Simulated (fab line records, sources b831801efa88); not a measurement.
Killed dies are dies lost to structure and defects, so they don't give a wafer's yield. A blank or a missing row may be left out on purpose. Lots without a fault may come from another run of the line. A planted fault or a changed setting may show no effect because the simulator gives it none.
fab line records | flow gf180mcu
record lots=5 wafers=15 last_day=34
route steps=602 shown SAB@268 SALICIDE@278 CONTACT@287
lots that met no fault: from a run of the same line without faults
start_h: hours from the record's first day to the start of the lot's first wafer shown | wait_h: hours since the lot's step before | " the same as in the row above | L1.1+2: a row that stands for several wafers | - no value, or no start given | * or withheld: withheld | < > ~ a bound
route shown NAME@n: a module of which the file shows steps, and the number in the route of the first | usual: mean/standard deviation of fault-free wafers | same: alike in all rows | chamber/n: place in a boat | sites: the reading at each site | _std_site: their standard deviation | _edge_site: outer sites' mean less inner sites' | radius_mm: how far each site lies from the wafer's centre | mask NAME#n: copy n | behind: the tool/chamber that last shaped the wafer | hold: why the lot was held/for how many hours/how that ended | device: the transistor (n, p or np) that didn't switch | end of line: the same wafers' tests at the end of the route | a step without rows: its recipe alone | killed: dies lost to structure and defects at the first sort, not the wafer's yield | map: a wafer's dies, x killed, . not, _ none there
set.NAME: the setting as run; set.NAME@STEP: as run at that earlier step | model.NAME: the simulator's own value behind a step, which no gauge read
lots at some steps of the route; a table a step, a row a wafer
services: from which hour (start_h, from the record's first day; less than 0 if before it) a tool's chamber was out of use, for how many hours, and why
## steps
# step GF_SAB_COAT_04
# recipe resist=NOVOLAK spin_rpm=3000 resist_thk_nm=1000
# usual exhaust_pa=45.2/0.79
# columns lot.wafer tool chamber start_h wait_h exhaust_pa
L075.2 litho_track-03 0 337.79 0.1 45.5
L075.3 " 0 " " 44.8
L075.5 " 0 " " 44.5
L081.1 litho_track-02 0 380.29 0.1 46.1
L081.2 " 0 " " 44.1
L081.3 " 0 " " 45.3
L085.1 litho_track-04 0 425.85 0.1 46.6
L085.5 " 0 " " 44.8
L085.6 " 0 " " 45.0
L092.4 litho_track-04 0 482.67 0.1 45.9
L092.5 " 0 " " 45.6
L092.6 " 0 " " 44.9
L097.2 litho_track-04 0 532.02 0.1 45.1
L097.5 " 0 " " 44.5
L097.6 " 0 " " 44.3
# step GF_SAB_SOFTBAKE_05
# recipe temp_c=90 time_s=60 resist=NOVOLAK
# usual exhaust_pa=44.9/0.95 heater_power_total_W=56.60/0.046
# same time_s=60
# columns lot.wafer tool chamber start_h wait_h exhaust_pa heater_power_total_W
L075.2 litho_track-03 0 337.94 0.1 45.4 56.60
L075.3 " 0 " " 45.6 56.57
L075.5 " 0 " " 45.3 56.69
L081.1 litho_track-02 0 380.44 0.1 44.8 56.61
L081.2 " 0 " " 44.2 56.63
L081.3 " 0 " " 44.2 56.49
L085.1 litho_track-04 0 426.00 0.1 44.2 56.66
L085.5 " 0 " " 43.5 56.64
L085.6 " 0 " " 43.4 56.59
L092.4 litho_track-04 0 482.82 0.1 44.8 56.58
L092.5 " 0 " " 44.1 56.59
L092.6 " 0 " " 45.1 56.58
L097.2 litho_track-04 0 532.17 0.1 44.5 56.65
L097.5 " 0 " " 44.3 56.69
L097.6 " 0 " " 44.0 56.50
# step GF_SAB_EXPOSE_06
# recipe mask_id=SAB target_cd_nm=420 na=0.6 source_shape=conventional sigma_outer=0.6 dose_mj=140
# columns lot.wafer tool chamber start_h wait_h mask
L075.2+3+5 iline_stepper-01 0 - - SAB#0
L081.1+2+3 iline_stepper-02 0 - - SAB#0
L085.1+5+6 iline_stepper-01 0 - - SAB#0
L092.4+5+6 iline_stepper-02 0 - - SAB#0
L097.2+5+6 iline_stepper-01 0 - - SAB#0
# step GF_SAB_PEB_07
# recipe temp_c=withheld time_s=* resist=NOVOLAK
# usual exhaust_pa=45.1/0.89
# same time_s=*
# columns lot.wafer tool chamber start_h wait_h exhaust_pa
L075.2 litho_track-02 0 - - 47.4
L075.3 " 0 " " 47.1
L075.5 " 0 " " 46.2
L081.1 litho_track-04 0 - - 45.2
L081.2 " 0 " " 44.7
L081.3 " 0 " " 44.4
L085.1 litho_track-03 0 - - 44.7
L085.5 " 0 " " 44.7
L085.6 " 0 " " 45.8
L092.4 litho_track-04 0 - - 45.7
L092.5 " 0 " " 44.4
L092.6 " 0 " " 43.6
L097.2 litho_track-04 0 - - 43.6
L097.5 " 0 " " 43.0
L097.6 " 0 " " 44.9
# step GF_SAB_DEVELOP_08
# recipe develop_time_s=60 dev_temp_c=22.35
# usual exhaust_pa=45.0/0.98
# columns lot.wafer tool chamber start_h wait_h exhaust_pa
L075.2 litho_track-02 0 348.62 0.1 44.4
L075.3 " 0 " " 43.4
L075.5 " 0 " " 44.7
L081.1 litho_track-04 0 391.35 0.1 45.4
L081.2 " 0 " " 45.8
L081.3 " 0 " " 46.4
L085.1 litho_track-03 0 437.46 0.1 43.7
L085.5 " 0 " " 42.9
L085.6 " 0 " " 43.6
L092.4 litho_track-04 0 494.97 0.1 45.4
L092.5 " 0 " " 45.0
L092.6 " 0 " " 44.8
L097.2 litho_track-04 0 543.17 0.1 46.1
L097.5 " 0 " " 45.0
L097.6 " 0 " " 45.4
# step GF_SAB_CD_MEAS_09
# recipe target_cd_nm=420
# usual cd_nm=420.5/2.4
# columns lot.wafer tool chamber start_h wait_h cd_nm
L075.2 cd_sem-02 - 348.76 0.1 419.0
L075.3 " - " " 419.7
L075.5 " - " " 416.0
L081.1 cd_sem-02 - 391.50 0.1 421.5
L081.2 " - " " 419.8
L081.3 " - " " 421.9
L085.1 cd_sem-02 - 437.61 0.1 421.1
L085.5 " - " " 419.8
L085.6 " - " " 421.0
L092.4 cd_sem-01 - 495.11 0.1 418.6
L092.5 " - " " 418.6
L092.6 " - " " 416.7
L097.2 cd_sem-01 - 543.32 0.1 425.1
L097.5 " - " " 424.6
L097.6 " - " " 423.6
# step GF_SAB_OVL_MEAS_10
# usual SAB_OVL=-0.1/1.2
# columns lot.wafer tool chamber start_h wait_h SAB_OVL[nm]
L075.2 overlay-01 - 348.87 0.1 1.1
L075.3 " - " " 1.1
L075.5 " - " " 3.0
L081.1 overlay-01 - 391.62 0.1 -0.6
L081.2 " - " " -2.2
L081.3 " - " " -1.3
L085.1 overlay-02 - 437.73 0.1 -0.9
L085.5 " - " " -2.4
L085.6 " - " " -1.0
L092.4 overlay-02 - 495.19 0.1 0.1
L092.5 " - " " -0.8
L092.6 " - " " 0.8
L097.2 overlay-01 - 543.42 0.1 1.1
L097.5 " - " " 0.4
L097.6 " - " " -1.2
# step GF_SAB_ETCH_11
# recipe chemistry=C4F8/O2/Ar mask_material=NOVOLAK target=SiO2 target_depth_nm=55 source_w=1500 bias_w=1200 pressure_mtorr=40 c4f8_flow_sccm=withheld O2_flow_sccm=6 Ar_flow_sccm=300 time_s=8.5
# usual bias_w=1200/3.6 oes_product_au=1.001/0.01 rf_fwd_power_W=1469/7.4
# same time_s=8.5
# columns lot.wafer tool chamber start_h wait_h bias_w oes_product_au rf_fwd_power_W rf_hours_counter_h
L075.2 rie_diel-03 0 348.90 0.0 1202 0.999 1476 4
L075.3 " 3 " " 1201 1.006 1460 113
L075.5 " 1 " " 1202 0.992 1468 -
L081.1 rie_diel-03 0 391.66 0.0 1194 0.991 1464 5
L081.2 " 2 " " 1204 1.005 1471 99
L081.3 " 1 " " 1195 0.986 1467 63
L085.1 rie_diel-03 1 437.76 0.0 1202 0.994 1468 64
L085.5 " 1 " " 1198 0.997 1469 -
L085.6 " 2 " " 1201 1.006 1475 -
L092.4 rie_diel-03 0 495.20 0.0 1200 0.996 1472 7
L092.5 " 2 " " 1205 0.976 1476 -
L092.6 " 3 " " 1193 0.990 1454 -
L097.2 rie_diel-04 1 543.45 0.0 1199 1.004 1461 4
L097.5 " 1 " " 1197 1.004 1465 -
L097.6 " 2 " " 1199 0.986 1478 -
# step GF_SAB_WET_ETCH_12
# recipe chemistry=dHF target_depth_nm=22 dry=n2_spin target=SiO2 temp_c=25 dilution=100:1 time_s=440
# same time_s=440
# columns lot.wafer tool chamber start_h wait_h
L075.2+3+5 wet_bench-04 1 348.92 0.0
L081.1+2+3 wet_bench-03 3 391.68 0.0
L085.1+5+6 wet_bench-04 3 437.79 0.0
L092.4+5+6 wet_bench-04 2 495.22 0.0
L097.2+5+6 wet_bench-01 1 543.47 0.0
# step GF_SAB_STRIP_13
# recipe chemistry=O2/N2 power_w=1400 pressure_mtorr=1500 platen_temp_c=250 o2_flow_sccm=3000 n2_flow_sccm=300 overash_fraction=0.5
# usual drypump_motor_current_A=5.68/0.27 heater_power_w=333/31 n2_flow_sccm=300.0/0.83 oes_product_au=0.709/0.0039 strip_time_to_endpoint_s=12.62/0.031
# columns lot.wafer tool chamber start_h wait_h drypump_motor_current_A heater_power_w n2_flow_sccm oes_product_au rf_hours_counter_h strip_time_to_endpoint_s
L075.2 plasma_asher-01 1 349.05 0.0 5.35 384 300.2 0.706 55 12.61
L075.3 " 1 " " 5.36 382 300.9 0.714 - 12.66
L075.5 " 1 " " 5.36 373 300.6 0.705 - 12.63
L081.1 plasma_asher-04 0 391.81 0.0 5.86 296 299.1 0.705 26 12.60
L081.2 " 1 " " 5.88 362 300.2 0.704 26 12.64
L081.3 " 0 " " 5.87 302 300.5 0.710 - 12.60
L085.1 plasma_asher-04 1 437.92 0.0 5.85 364 300.6 0.711 31 12.58
L085.5 " 0 " " 5.90 296 298.6 0.708 - 12.58
L085.6 " 1 " " 5.85 357 299.9 0.711 - 12.61
L092.4 plasma_asher-04 0 495.40 0.0 5.88 304 300.4 0.707 - 12.64
L092.5 " 1 " " 5.86 364 301.1 0.716 - 12.66
L092.6 " 0 " " 5.88 303 299.5 0.713 - 12.60
L097.2 plasma_asher-04 0 543.60 0.0 5.89 293 299.0 0.711 43 12.62
L097.5 " 0 " " 5.87 305 299.4 0.708 - 12.65
L097.6 " 1 " " 5.88 360 300.1 0.712 - 12.66
# step GF_SALICIDE_CLEAN_00
# recipe chemistry=SC1/SC2 mix=1:4:20 temp_c=70 time_s=150
# usual bath_guard_temp_C=70.2/0.63
# same time_s=150
# columns lot.wafer tool chamber start_h wait_h bath_guard_temp_C
L075.2 wet_bench-02 0 349.15 0.1 69.0
L075.3 " 0 " " 69.3
L075.5 " 0 " " 68.7
L081.1 wet_bench-02 1 391.91 0.1 70.2
L081.2 " 1 " " 70.2
L081.3 " 1 " " 70.2
L085.1 wet_bench-03 3 438.02 0.1 70.2
L085.5 " 3 " " 70.4
L085.6 " 3 " " 70.1
L092.4 wet_bench-03 1 495.47 0.0 70.7
L092.5 " 1 " " 70.1
L092.6 " 1 " " 70.6
L097.2 wet_bench-02 0 543.70 0.1 69.1
L097.5 " 0 " " 69.4
L097.6 " 0 " " 69.3
# step GF_SALICIDE_WET_ETCH_01
# recipe chemistry=dHF target_depth_nm=5 dry=ipa_marangoni target=SiO2 temp_c=25 dilution=100:1 time_s=100
# same time_s=100
# columns lot.wafer tool chamber start_h wait_h
L075.2+3+5 wet_bench-04 3 349.20 0.0
L081.1+2+3 wet_bench-04 0 391.96 0.0
L085.1+5+6 wet_bench-04 0 438.07 0.0
L092.4+5+6 wet_bench-02 2 495.52 0.0
L097.2+5+6 wet_bench-04 0 543.76 0.0
# step GF_SALICIDE_SPUTTER_02
# recipe material=Co target_thk_nm=10 power_w=1000 time_s=20 chamber_pressure_pa=0.413
# usual throttle_valve_pct=29.7/1.2
# same time_s=20
# columns lot.wafer tool chamber start_h wait_h throttle_valve_pct
L075.2 pvd_sputter-04 - 349.23 0.0 29.7
L075.3 " - " " 28.1
L075.5 " - " " 29.8
L081.1 pvd_sputter-04 - 391.99 0.0 29.4
L081.2 " - " " 29.7
L081.3 " - " " 27.8
L085.1 pvd_sputter-04 - 438.10 0.0 28.0
L085.5 " - " " 29.5
L085.6 " - " " 29.3
L092.4 pvd_sputter-04 - 495.56 0.0 29.4
L092.5 " - " " 29.6
L092.6 " - " " 28.1
L097.2 pvd_sputter-04 - 543.80 0.0 31.7
L097.5 " - " " 29.4
L097.6 " - " " 29.6
# step GF_SALICIDE_SPUTTER_03
# recipe material=TiN target_thk_nm=20 power_w=6500 time_s=16.7 chamber_pressure_pa=0.4
# usual throttle_valve_pct=29.7/1.2
# same time_s=16.7
# columns lot.wafer tool chamber start_h wait_h throttle_valve_pct
L075.2 pvd_sputter-04 - 349.26 0.0 29.3
L075.3 " - " " 27.9
L075.5 " - " " 29.5
L081.1 pvd_sputter-04 - 392.02 0.0 29.3
L081.2 " - " " 29.8
L081.3 " - " " 28.2
L085.1 pvd_sputter-04 - 438.13 0.0 28.0
L085.5 " - " " 29.6
L085.6 " - " " 29.8
L092.4 pvd_sputter-04 - 495.59 0.0 29.7
L092.5 " - " " 29.4
L092.6 " - " " 27.9
L097.2 pvd_sputter-04 - 543.83 0.0 31.7
L097.5 " - " " 29.5
L097.6 " - " " 29.7
# step GF_SALICIDE_RS_MEAS_04
# recipe thk_meas_gauge=four-point-probe reads=TiN_of_SALICIDE_SPUTTER_03+Co_of_SALICIDE_SPUTTER_02
# usual SALICIDE_TIN_RS=16.41/0.29
# columns lot.wafer tool chamber start_h wait_h SALICIDE_TIN_RS[ohm/sq]
L075.2 film_metro-04 - 349.31 0.0 16.64
L075.3 " - " " 17.24
L075.5 " - " " 16.73
L081.1 film_metro-02 - 392.05 0.0 16.22
L081.2 " - " " 16.47
L081.3 " - " " 16.78
L085.1 film_metro-02 - 438.16 0.0 16.93
L085.5 " - " " 16.49
L085.6 " - " " 16.56
L092.4 film_metro-02 - 495.67 0.1 16.17
L092.5 " - " " 16.12
L092.6 " - " " 16.55
L097.2 film_metro-02 - 543.87 0.0 15.80
L097.5 " - " " 16.03
L097.6 " - " " 15.89
# step GF_SALICIDE_THK_MEAS_05
# recipe thk_meas_gauge=xrf reads=TiN_of_SALICIDE_SPUTTER_03
# usual SALICIDE_TIN_THK=19.89/0.24
# columns lot.wafer tool chamber start_h wait_h SALICIDE_TIN_THK[nm]
L075.2 film_metro-04 - 349.42 0.1 19.97
L075.3 " - " " 19.60
L075.5 " - " " 19.87
L081.1 film_metro-02 - 392.17 0.1 19.94
L081.2 " - " " 19.91
L081.3 " - " " 19.76
L085.1 film_metro-02 - 438.28 0.1 20.03
L085.5 " - " " 20.40
L085.6 " - " " 20.21
L092.4 film_metro-02 - 495.76 0.1 20.04
L092.5 " - " " 19.74
L092.6 " - " " 19.75
L097.2 film_metro-02 - 543.98 0.1 20.30
L097.5 " - " " 19.92
L097.6 " - " " 20.22
# step GF_SALICIDE_RTA_06
# recipe temp_c=530 time_s=30 ambient=N2
# usual lamp_power_pct=6.9/0.65 wafer_temp_C_max=531.7/0.37
# same time_s=30
# columns lot.wafer tool chamber start_h wait_h lamp_power_pct wafer_temp_C_max
L075.2 rtp_anneal-02 0 349.48 0.1 7.7 531.4
L075.3 " 0 " " 7.7 531.3
L075.5 " 0 " " 7.7 531.8
L081.1 rtp_anneal-01 0 392.23 0.1 6.3 532.1
L081.2 " 0 " " 6.3 532.2
L081.3 " 0 " " 6.3 532.0
L085.1 rtp_anneal-01 0 438.34 0.1 6.3 531.5
L085.5 " 0 " " 6.3 531.3
L085.6 " 0 " " 6.3 531.5
L092.4 rtp_anneal-01 0 495.84 0.1 6.3 531.3
L092.5 " 0 " " 6.4 531.4
L092.6 " 0 " " 6.3 531.5
L097.2 rtp_anneal-01 0 544.05 0.1 6.3 531.2
L097.5 " 0 " " 6.4 531.4
L097.6 " 0 " " 6.3 531.3
# step GF_SALICIDE_WET_ETCH_07
# recipe chemistry=SPM target_depth_nm=120 dry=n2_spin
# columns lot.wafer tool chamber start_h wait_h
L075.2+3+5 wet_bench-02 3 349.57 0.1
L081.1+2+3 wet_bench-03 2 392.33 0.1
L085.1+5+6 wet_bench-03 2 438.44 0.1
L092.4+5+6 wet_bench-02 1 495.89 0.0
L097.2+5+6 wet_bench-02 2 544.13 0.1
# step GF_SALICIDE_RTA_08
# recipe temp_c=800 time_s=30 ambient=N2
# usual lamp_power_pct=19.8/1.8 wafer_temp_C_max=802.5/0.59
# same time_s=30
# columns lot.wafer tool chamber start_h wait_h lamp_power_pct wafer_temp_C_max
L075.2 rtp_anneal-01 0 349.68 0.0 17.6 802.1
L075.3 " 0 " " 17.6 802.8
L075.5 " 0 " " 17.6 802.8
L081.1 rtp_anneal-02 0 392.42 0.0 21.3 803.2
L081.2 " 0 " " 21.3 802.6
L081.3 " 0 " " 21.3 802.8
L085.1 rtp_anneal-02 0 438.53 0.0 21.3 801.9
L085.5 " 0 " " 21.3 802.4
L085.6 " 0 " " 21.3 802.2
L092.4 rtp_anneal-02 0 496.03 0.1 21.3 802.2
L092.5 " 0 " " 21.3 802.4
L092.6 " 0 " " 21.3 802.4
L097.2 rtp_anneal-02 0 544.25 0.0 21.3 802.2
L097.5 " 0 " " 21.3 802.7
L097.6 " 0 " " 21.3 801.9
# step GF_CONTACT_CVD_00
# recipe material=SiO2 target_thk_nm=300 sigma_open_frac=0.3 temp_c=400 time_s=50 sih4_flow_sccm=60 pressure_mtorr=6
# same time_s=50
# columns lot.wafer tool chamber start_h wait_h
L075.2+3+5 hdpcvd-01 1,2,2 349.76 0.1
L081.1+2+3 hdpcvd-02 2,1,0 392.52 0.1
L085.1+5+6 hdpcvd-01 2,1,0 438.63 0.1
L092.4+5+6 hdpcvd-02 0,1,2 496.11 0.1
L097.2+5+6 hdpcvd-01 1,0,1 544.33 0.1
# step GF_CONTACT_THK_MEAS_01
# recipe reads=SiO2_of_CONTACT_CVD_00
# usual CONTACT_CVD_00_THK=301/3.6
# columns lot.wafer tool chamber start_h wait_h CONTACT_CVD_00_THK[nm]
L075.2 film_metro-03 - 349.81 0.0 295
L075.3 " - " " 300
L075.5 " - " " 295
L081.1 film_metro-03 - 392.56 0.0 305
L081.2 " - " " 302
L081.3 " - " " 306
L085.1 film_metro-03 - 438.67 0.0 302
L085.5 " - " " 304
L085.6 " - " " 300
L092.4 film_metro-03 - 496.16 0.0 304
L092.5 " - " " 304
L092.6 " - " " 306
L097.2 film_metro-04 - 544.39 0.0 303
L097.5 " - " " 296
L097.6 " - " " 303
# step GF_CONTACT_CVD_02
# recipe material=SiO2 target_thk_nm=860 precursor=TEOS temp_c=400 time_s=95.992 rf_w=600
# usual heater_power_w=654/83 rf_fwd_power_W=596.2/2
# same time_s=95.992
# columns lot.wafer tool chamber start_h wait_h heater_power_w rf_fwd_power_W
L075.2 pecvd-02 2 349.86 0.0 763 596.3
L075.3 " 0 " " 733 597.2
L075.5 " 0 " " 564 598.2
L081.1 pecvd-02 1 392.62 0.1 621 598.1
L081.2 " 2 " " 721 595.1
L081.3 " 0 " " 642 595.6
L085.1 pecvd-03 1 438.73 0.1 584 594.6
L085.5 " 2 " " 611 595.2
L085.6 " 0 " " 614 594.6
L092.4 pecvd-04 1 496.22 0.1 644 595.5
L092.5 " 0 " " 792 600.5
L092.6 " 2 " " 603 593.7
L097.2 pecvd-04 0 544.44 0.0 766 598.5
L097.5 " 0 " " 790 598.1
L097.6 " 1 " " 665 597.7
# step GF_CONTACT_THK_MEAS_03
# recipe reads=SiO2_of_CONTACT_CVD_02
# usual CONTACT_CVD_02_THK=862/10
# columns lot.wafer tool chamber start_h wait_h CONTACT_CVD_02_THK[nm]
L075.2 film_metro-04 - 349.94 0.0 859
L075.3 " - " " 850
L075.5 " - " " 867
L081.1 film_metro-04 - 392.69 0.0 866
L081.2 " - " " 852
L081.3 " - " " 840
L085.1 film_metro-04 - 438.80 0.0 844
L085.5 " - " " 865
L085.6 " - " " 867
L092.4 film_metro-01 - 496.29 0.0 880
L092.5 " - " " 860
L092.6 " - " " 866
L097.2 film_metro-01 - 544.52 0.0 849
L097.5 " - " " 852
L097.6 " - " " 858
# step GF_CONTACT_CMP_04
# recipe material=SiO2 down_force_psi=4 platen_rpm=60 pad_velocity_m_s=0.94248
# usual motor_current_A=11.4/0.71 platen_rpm=60.00/0.041 time_to_endpoint_s=110/5.3
# columns lot.wafer tool chamber start_h wait_h motor_current_A platen_rpm time_to_endpoint_s
L075.3 cmp-02 0 349.99 0.0 11.7 60.01 106
L075.2 " 2 " " 11.7 59.97 106
L075.5 " 0 " " 12.0 60.05 110
L081.1 cmp-01 2 392.80 0.1 11.1 60.02 110
L081.3 " 3 " " 12.0 60.00 99
L081.2 " 0 " " 12.7 60.05 101
L085.1 cmp-02 0 438.96 0.1 11.8 60.01 102
L085.6 " 2 " " 11.7 59.95 105
L085.5 " 3 " " 11.5 60.04 112
L092.4 cmp-02 1 496.37 0.1 10.1 59.96 127
L092.5 " 0 " " 11.7 59.99 115
L092.6 " 1 " " 10.4 59.98 121
L097.2 cmp-01 0 544.67 0.1 12.6 60.06 99
L097.6 " 2 " " 11.0 59.93 108
L097.5 " 3 " " 11.1 59.95 106
# step GF_CONTACT_BOW_MEAS_05
# recipe mode=bow
# usual CONTACT_BOW=67/6.5
# columns lot.wafer tool chamber start_h wait_h CONTACT_BOW[um]
L075.2 film_metro-04 - 350.34 0.2 79
L075.3 " - " " 82
L075.5 " - " " 75
L081.1 film_metro-01 - 393.05 0.2 73
L081.2 " - " " 64
L081.3 " - " " 69
L085.1 film_metro-01 - 439.16 0.1 70
L085.5 " - " " 80
L085.6 " - " " 62
L092.4 film_metro-01 - 496.68 0.3 65
L092.5 " - " " 68
L092.6 " - " " 63
L097.2 film_metro-01 - 544.89 0.2 60
L097.5 " - " " 67
L097.6 " - " " 59
# step GF_CONTACT_DEHYDRATE_06
# recipe temp_c=200 time_s=60
# usual exhaust_pa=45.0/0.96 heater_power_total_W=160.37/0.14
# same time_s=60
# columns lot.wafer tool chamber start_h wait_h exhaust_pa heater_power_total_W
L075.2 litho_track-04 0 359.77 9.4 44.6 160.21
L075.3 " 0 " " 45.6 160.46
L075.5 " 0 " " 44.5 160.31
L081.1 litho_track-02 0 404.24 11.2 44.3 160.31
L081.2 " 0 " " 44.0 160.31
L081.3 " 0 " " 44.4 160.49
L085.1 litho_track-02 0 450.64 11.5 46.5 160.51
L085.5 " 0 " " 46.1 160.16
L085.6 " 0 " " 46.3 160.37
L092.4 litho_track-04 0 507.92 11.2 45.4 160.42
L092.5 " 0 " " 45.6 160.28
L092.6 " 0 " " 44.3 160.18
L097.2 litho_track-01 0 555.57 10.7 45.2 160.42
L097.5 " 0 " " 45.9 160.55
L097.6 " 0 " " 45.4 160.28
# step GF_CONTACT_HMDS_07
# recipe prime_time_s=60 prime_temp_c=120
# usual exhaust_pa=45.2/0.9
# columns lot.wafer tool chamber start_h wait_h exhaust_pa
L075.2 litho_track-04 0 359.92 0.1 45.2
L075.3 " 0 " " 45.9
L075.5 " 0 " " 44.6
L081.1 litho_track-02 0 404.39 0.1 44.4
L081.2 " 0 " " 44.7
L081.3 " 0 " " 43.5
L085.1 litho_track-02 0 450.79 0.1 43.9
L085.5 " 0 " " 44.3
L085.6 " 0 " " 44.5
L092.4 litho_track-04 0 508.07 0.1 44.7
L092.5 " 0 " " 44.6
L092.6 " 0 " " 44.5
L097.2 litho_track-01 0 555.72 0.1 44.3
L097.5 " 0 " " 44.0
L097.6 " 0 " " 44.7
# step GF_CONTACT_COAT_08
# recipe resist=BARC temp_c=withheld time_s=withheld spin_rpm=withheld resist_thk_nm=withheld
# usual exhaust_pa=44.9/0.87
# columns lot.wafer tool chamber start_h wait_h exhaust_pa
L075.2 litho_track-04 0 360.07 0.1 44.2
L075.3 " 0 " " 45.3
L075.5 " 0 " " 45.0
L081.1 litho_track-02 0 404.54 0.1 44.3
L081.2 " 0 " " 45.3
L081.3 " 0 " " 44.7
L085.1 litho_track-02 0 450.94 0.1 45.8
L085.5 " 0 " " 45.2
L085.6 " 0 " " 45.6
L092.4 litho_track-04 0 508.22 0.1 44.6
L092.5 " 0 " " 44.6
L092.6 " 0 " " 43.6
L097.2 litho_track-01 0 555.87 0.1 44.5
L097.5 " 0 " " 44.0
L097.6 " 0 " " 44.8
# step GF_CONTACT_COAT_09
# recipe resist=KrF spin_rpm=withheld resist_thk_nm=1000
# usual exhaust_pa=45.2/0.93
# columns lot.wafer tool chamber start_h wait_h exhaust_pa
L075.2 litho_track-04 0 - - 44.3
L075.3 " 0 " " 43.3
L075.5 " 0 " " 45.2
L081.1 litho_track-02 0 - - 44.6
L081.2 " 0 " " 43.6
L081.3 " 0 " " 44.0
L085.1 litho_track-02 0 - - 46.0
L085.5 " 0 " " 45.9
L085.6 " 0 " " 44.1
L092.4 litho_track-04 0 - - 45.1
L092.5 " 0 " " 43.8
L092.6 " 0 " " 45.4
L097.2 litho_track-01 0 - - 45.6
L097.5 " 0 " " 45.3
L097.6 " 0 " " 46.4
# step GF_CONTACT_SOFTBAKE_10
# recipe temp_c=130 time_s=60 resist=KrF
# usual exhaust_pa=44.9/0.89 heater_power_total_W=93.05/0.058
# same time_s=60
# columns lot.wafer tool chamber start_h wait_h exhaust_pa heater_power_total_W
L075.2 litho_track-04 0 - - 45.8 93.04
L075.3 " 0 " " 46.1 93.08
L075.5 " 0 " " 43.9 93.07
L081.1 litho_track-02 0 - - 46.3 93.04
L081.2 " 0 " " 45.6 93.03
L081.3 " 0 " " 45.9 93.08
L085.1 litho_track-02 0 - - 43.0 93.06
L085.5 " 0 " " 43.4 93.05
L085.6 " 0 " " 44.2 93.00
L092.4 litho_track-04 0 - - 46.2 93.06
L092.5 " 0 " " 45.6 93.09
L092.6 " 0 " " 45.0 93.01
L097.2 litho_track-01 0 - - 45.4 93.12
L097.5 " 0 " " 46.4 93.00
L097.6 " 0 " " 44.8 93.07
# step GF_CONTACT_EXPOSE_11
# recipe mask_id=Contact target_cd_nm=220 na=0.68 source_shape=conventional sigma_outer=0.6 dose_mj=38
# columns lot.wafer tool chamber start_h wait_h mask
L075.2+3+5 krf_scanner-01 0 - - Contact#0
L081.1+2+3 krf_scanner-01 0 - - Contact#0
L085.1+5+6 krf_scanner-01 0 - - Contact#0
L092.4+5+6 krf_scanner-02 0 - - Contact#0
L097.2+5+6 krf_scanner-01 0 - - Contact#0
# step GF_CONTACT_PEB_12
# recipe peb_temp_c=135 peb_time_s=90 resist=KrF
# usual exhaust_pa=44.7/0.87 heater_power_total_W=85.71/0.075
# columns lot.wafer tool chamber start_h wait_h exhaust_pa heater_power_total_W
L075.2 litho_track-04 0 - - 45.5 85.59
L075.3 " 0 " " 45.4 85.66
L075.5 " 0 " " 44.9 85.77
L081.1 litho_track-02 0 - - 43.9 85.58
L081.2 " 0 " " 44.8 85.81
L081.3 " 0 " " 45.5 85.75
L085.1 litho_track-02 0 - - 44.5 85.70
L085.5 " 0 " " 45.3 85.81
L085.6 " 0 " " 43.9 85.66
L092.4 litho_track-04 0 - - 44.7 85.66
L092.5 " 0 " " 45.4 85.78
L092.6 " 0 " " 45.6 85.60
L097.2 litho_track-02 0 - - 44.6 85.77
L097.5 " 0 " " 44.5 85.73
L097.6 " 0 " " 45.1 85.69
# step GF_CONTACT_DEVELOP_13
# recipe develop_time_s=60 resist=KrF dev_temp_c=21
# usual exhaust_pa=45.2/0.94
# columns lot.wafer tool chamber start_h wait_h exhaust_pa
L075.2 litho_track-04 0 371.22 0.2 46.9
L075.3 " 0 " " 46.7
L075.5 " 0 " " 46.5
L081.1 litho_track-02 0 416.44 0.2 47.6
L081.2 " 0 " " 46.8
L081.3 " 0 " " 46.5
L085.1 litho_track-02 0 463.39 0.2 43.5
L085.5 " 0 " " 44.4
L085.6 " 0 " " 43.3
L092.4 litho_track-04 0 519.87 0.1 45.5
L092.5 " 0 " " 46.0
L092.6 " 0 " " 45.1
L097.2 litho_track-02 0 566.46 0.2 45.1
L097.5 " 0 " " 45.7
L097.6 " 0 " " 44.6
# step GF_CONTACT_CD_MEAS_14
# recipe target_cd_nm=220
# usual cd_nm=219.7/1.7
# columns lot.wafer tool chamber start_h wait_h cd_nm
L075.2 cd_sem-02 - 371.37 0.1 218.5
L075.3 " - " " 218.1
L075.5 " - " " 220.6
L081.1 cd_sem-01 - 416.59 0.1 220.7
L081.2 " - " " 221.3
L081.3 " - " " 222.0
L085.1 cd_sem-01 - 463.54 0.1 221.7
L085.5 " - " " 223.3
L085.6 " - " " 221.1
L092.4 cd_sem-02 - 520.01 0.1 216.0
L092.5 " - " " 217.3
L092.6 " - " " 216.4
L097.2 cd_sem-02 - 566.61 0.1 221.6
L097.5 " - " " 220.3
L097.6 " - " " 220.8
# step GF_CONTACT_OVL_MEAS_15
# usual CONTACT_OVL=1/6.3
# columns lot.wafer tool chamber start_h wait_h CONTACT_OVL[nm]
L075.2 overlay-02 - 371.48 0.1 -1
L075.3 " - " " -4
L075.5 " - " " -6
L081.1 overlay-01 - 416.71 0.1 5
L081.2 " - " " 10
L081.3 " - " " 2
L085.1 overlay-02 - 463.66 0.1 4
L085.5 " - " " -1
L085.6 " - " " -3
L092.4 overlay-02 - 520.08 0.1 10
L092.5 " - " " 5
L092.6 " - " " 7
L097.2 overlay-01 - 566.71 0.1 8
L097.5 " - " " 16
L097.6 " - " " 17
## services
# columns tool chamber start_h hours kind
cmp-02 - 322.01 2.9 repair
krf_scanner-01 - 342.06 0.3 repair
wet_bench-02 - 356.09 1.9 pm
rie_diel-03 3 365.58 2.4 repair
rie_diel-03 1 370.58 3.9 repair
cmp-02 - 404.00 4.0 pm
krf_scanner-01 - 407.08 1.3 pm
rtp_anneal-02 - 407.60 3.9 pm
iline_stepper-01 - 411.59 4.4 pm
cmp-02 - 416.00 0.9 repair
krf_scanner-01 - 419.59 0.8 pm
plasma_asher-04 - 423.49 0.6 repair
cmp-02 - 456.17 31.8 repair
krf_scanner-01 - 473.15 1.0 pm
cmp-02 - 480.43 0.2 repair
iline_stepper-01 - 499.01 4.3 pm
wet_bench-03 - 510.58 2.1 repair
rie_diel-03 2 521.72 6.9 repair
cmp-02 - 537.93 1.9 repair
plasma_asher-04 - 541.78 1.5 repair
krf_scanner-01 - 547.58 1.4 repair
hdpcvd-01 - 554.25 2.8 pm
rie_diel-03 1 562.41 9.7 repair
krf_scanner-01 - 563.63 2.2 repair
## key
fault none
